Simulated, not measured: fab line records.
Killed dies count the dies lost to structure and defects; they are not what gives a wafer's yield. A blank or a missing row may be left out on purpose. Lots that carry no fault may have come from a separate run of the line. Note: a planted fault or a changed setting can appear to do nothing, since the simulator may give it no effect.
Chamber matching	flow gf180mcu	cmp-01 running GF_V1_CMP_26: 4 sister chambers
The step polishes, stops on SiO2, t overpolish 15 s, target thk 0 nm. 30 wafers are shown with their chamber, then 12 later ones without.

EACH WAFER AND ITS CHAMBER
wafer	chamber	motorCurrentA (A)	timeToEndpointS (s)	slurryFilterDpKPa (kPa)
L074.2	2	11.3	79	13.36
L074.5	1	9.6	79	13.70
L074.6	2	12.4	79	13.43
L077.1	2	12.1	81	13.59
L077.2	0	9.9	84	13.51
L077.3	1	10.0	81	13.38
L078.1	0	10.1	82	13.52
L078.2	3	9.6	78	13.63
L078.3	1	9.5	75	13.56
L079.1	2	12.1	86	13.63
L079.2	0	10.1	87	13.60
L079.3	3	9.3	88	13.68
L080.3	1	9.9	83	13.44
L080.4	2	11.7	88	13.30
L080.6	1	9.0	84	13.50
L082.1	3	9.0	82	13.41
L082.3	2	12.5	84	13.64
L082.4	1	9.6	82	13.55
L084.1	0	10.6	88	13.38
L084.2	1	9.6	84	13.46
L084.3	3	9.1	85	13.68
L086.1	0	10.0	86	13.58
L086.4	1	9.3	83	13.54
L086.5	2	11.8	83	13.47
L087.3	1	9.2	83	13.61
L087.4	2	11.9	86	13.39
L087.6	1	9.6	83	13.44
L088.3	3	9.8	84	13.74
L088.5	3	9.6	86	13.48
L088.6	0	9.6	85	13.34

SIGNATURES (averages over the wafers above)
reading	chamber 0	chamber 1	chamber 2	chamber 3	scatter within a chamber
motorCurrentA	10.050	9.530	11.975	9.400	0.335
timeToEndpointS	85.33	81.70	83.25	83.83	3
slurryFilterDpKPa	13.4883	13.5180	13.4763	13.6033	0.114
Rule: for a wafer and a chamber, the distance is found by dividing, reading by reading, the gap between the wafer's reading and the chamber's mean by the reading's scatter, squaring, summing and taking the root. The wafer belongs to the nearest chamber; if the next one is less than 2 further off, it can't be placed. How the scatter is found: for the shown wafers, subtract from each reading the mean of its chamber, square and add these, divide the total by (wafers less chambers), then take the root.

WAFERS WHOSE CHAMBER IS MISSING
wafer	motorCurrentA (A)	timeToEndpointS (s)	slurryFilterDpKPa (kPa)
L090.1	9.6	83	13.44
L090.3	9.7	80	13.41
L090.4	11.7	84	13.32
L091.1	10.2	81	13.40
L091.3	9.4	79	13.31
L091.6	10.2	84	13.64
L093.1	10.1	82	13.46
L093.5	9.9	80	13.57
L093.6	9.1	84	13.51
L095.1	10.1	81	13.45
L095.3	9.7	83	13.42
L095.5	9.8	83	13.42

EACH ONE'S CHAMBER
wafer	from the rows above	in truth
L090.1	can't be placed: 1 or 3 or 0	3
L090.3	can't be placed: 1 or 0 or 3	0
L090.4	2	2
L091.1	can't be placed: 0 or 1 or 3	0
L091.3	can't be placed: 1 or 3 or 0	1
L091.6	can't be placed: 0 or 1 or 3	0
L093.1	can't be placed: 0 or 1 or 3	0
L093.5	can't be placed: 1 or 0 or 3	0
L093.6	can't be placed: 3 or 1 or 0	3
L095.1	can't be placed: 0 or 1 or 3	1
L095.3	can't be placed: 1 or 0 or 3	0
L095.5	can't be placed: 0 or 1 or 3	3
Correctly placed: 1 of 12. From these rows, 11 cannot be placed; in 11 the true chamber is one of the candidates. Number placed wrongly: 0.
